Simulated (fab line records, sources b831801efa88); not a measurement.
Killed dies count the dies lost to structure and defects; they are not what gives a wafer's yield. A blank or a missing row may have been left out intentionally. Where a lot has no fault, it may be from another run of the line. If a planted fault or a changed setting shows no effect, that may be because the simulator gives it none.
Check for tools in common    flow gf180mcu    Sampled: 13 lots, 39 wafers

REASON IT WAS OPENED
Of 13 lots, 2 have the reading LVPWELL_RS flagged at GF_VT_IMPLANT_RS_MEAS_48. No-fault wafers: 1196 ohm/sq, standard deviation 3.3.
Rule: a lot is flagged when every wafer of it that has a number lies more than 4 standard deviations from that mean, or none has a number. All remaining lots are regarded as sound.

lot   measured      on             LVPWELL_RS (ohm/sq), wafer by wafer  flag
L482  day 7 15:34   film metro-04  1199 1201 1200                       
L483  day 7 21:58   film metro-01  1203 1202 1200                       
L485  day 8 22:07   film metro-01  1200 1198 1198                       
L489  day 9 18:26   film metro-04  1200 1199 1197                       
L488  day 9 19:57   film metro-04  1222 1218 1224                       FLAGGED
L490  day 10 03:00  film metro-04  1221 1222 1222                       FLAGGED
L492  day 10 14:24  film metro-04  1189 1192 1190                       
L491  day 10 16:29  film metro-01  1199 1200 1197                       
L497  day 12 01:25  film metro-04  1194 1198 1194                       
L501  day 13 03:10  film metro-01  1198 1195 1195                       
L503  day 13 15:06  film metro-04  1196 1199 1201                       
L504  day 14 00:09  film metro-01  1195 1193 1192                       
L505  day 14 02:41  film metro-01  1197 1204 1199                       
On average the flagged lots' numbers are 1222 ohm/sq, which is +26 ohm/sq against the usual, or +8 standard deviations.

WHICH TOOL EACH LOT WENT THROUGH
The record holds 2 process steps before the reading, out of a route of 602 steps. Cell contents, in order: the tool; ch with the chambers the sampled wafers went through; the start.
lot   flag     GF_LVPWELL_IMPLANT_08           GF_VT_IMPLANT_STRIP_09
L482           implanter-03 ch 0, day 3 20:43  plasma asher-01 ch 0,1, day 5 16:24
L483           implanter-03 ch 0, day 4 00:16  plasma asher-04 ch 0,1, day 5 21:28
L485           implanter-03 ch 0, day 4 21:02  plasma asher-04 ch 0,1, day 6 19:34
L489           implanter-04 ch 0, day 5 15:52  plasma asher-03 ch 0,1, day 7 15:23
L488  FLAGGED  implanter-03 ch 0, day 5 16:10  plasma asher-01 ch 1, day 7 16:38
L490  FLAGGED  implanter-03 ch 0, day 5 21:58  plasma asher-03 ch 0,1, day 7 22:39
L492           implanter-04 ch 0, day 6 07:33  plasma asher-01 ch 0,1, day 8 08:40
L491           implanter-04 ch 0, day 6 08:19  plasma asher-03 ch 0,1, day 8 10:30
L497           implanter-04 ch 0, day 7 12:37  plasma asher-01 ch 0,1, day 9 17:23
L501           implanter-04 ch 0, day 8 09:45  plasma asher-04 ch 0,1, day 10 15:32
L503           implanter-02 ch 0, day 8 20:58  plasma asher-01 ch 0,1, day 11 03:43
L504           implanter-04 ch 0, day 9 04:13  plasma asher-03 ch 0,1, day 11 11:33
L505           implanter-02 ch 0, day 9 07:18  plasma asher-01 ch 0,1, day 11 15:12
What these steps do:
- GF_LVPWELL_IMPLANT_08
- GF_VT_IMPLANT_STRIP_09: strips in O2/N2.
- GF_VT_IMPLANT_RS_MEAS_48: measures by four-point-probe.

FLAGGED OVER TOTAL, TOOL BY TOOL (the gauges that took the reading come last)
step                      tool             lots run  flagged  share of the flagged lots  sound lots run after its first flagged lot
GF_LVPWELL_IMPLANT_08     implanter-02     2         0        none                       -
GF_LVPWELL_IMPLANT_08     implanter-03     5         2        all                        0
GF_LVPWELL_IMPLANT_08     implanter-04     6         0        none                       -
GF_VT_IMPLANT_STRIP_09    plasma asher-01  6         1        some                       4 (L492,L497,L503,L505)
GF_VT_IMPLANT_STRIP_09    plasma asher-03  4         1        some                       2 (L491,L504)
GF_VT_IMPLANT_STRIP_09    plasma asher-04  3         0        none                       -
GF_VT_IMPLANT_RS_MEAS_48  film metro-01    6         0        none                       -
GF_VT_IMPLANT_RS_MEAS_48  film metro-04    7         2        all                        3 (L492,L497,L503)

WHAT THE TABLE ALLOWS
2 rows of the table ran every flagged lot: implanter-03 at GF_LVPWELL_IMPLANT_08, film metro-04 at GF_VT_IMPLANT_RS_MEAS_48.
- implanter-03 at GF_LVPWELL_IMPLANT_08 ran 5 lots, 2 of them flagged. Its last sound lot is L485 (day 4 21:02), its first flagged lot L488 (day 5 16:10): a fault that began between those two fits. Its own readings lie more than 4 standard deviations out on every wafer of the flagged lots: dose ions cm2.
- film metro-04 at GF_VT_IMPLANT_RS_MEAS_48 ran 7 lots, 2 of them flagged. After the first flagged lot (L492, L497, L503), sound lots still ran on it; a lasting fault on the whole tool would not permit that.
implanter-03 at GF_LVPWELL_IMPLANT_08 is the single tool remaining.

WHAT THE SIMULATOR HAD PUT IN
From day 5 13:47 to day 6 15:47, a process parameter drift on implanter-03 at GF_LVPWELL_IMPLANT_08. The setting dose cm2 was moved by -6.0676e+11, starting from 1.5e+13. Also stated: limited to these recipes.
Shown lots that were struck: L488, L490. The same result came from the rule above.
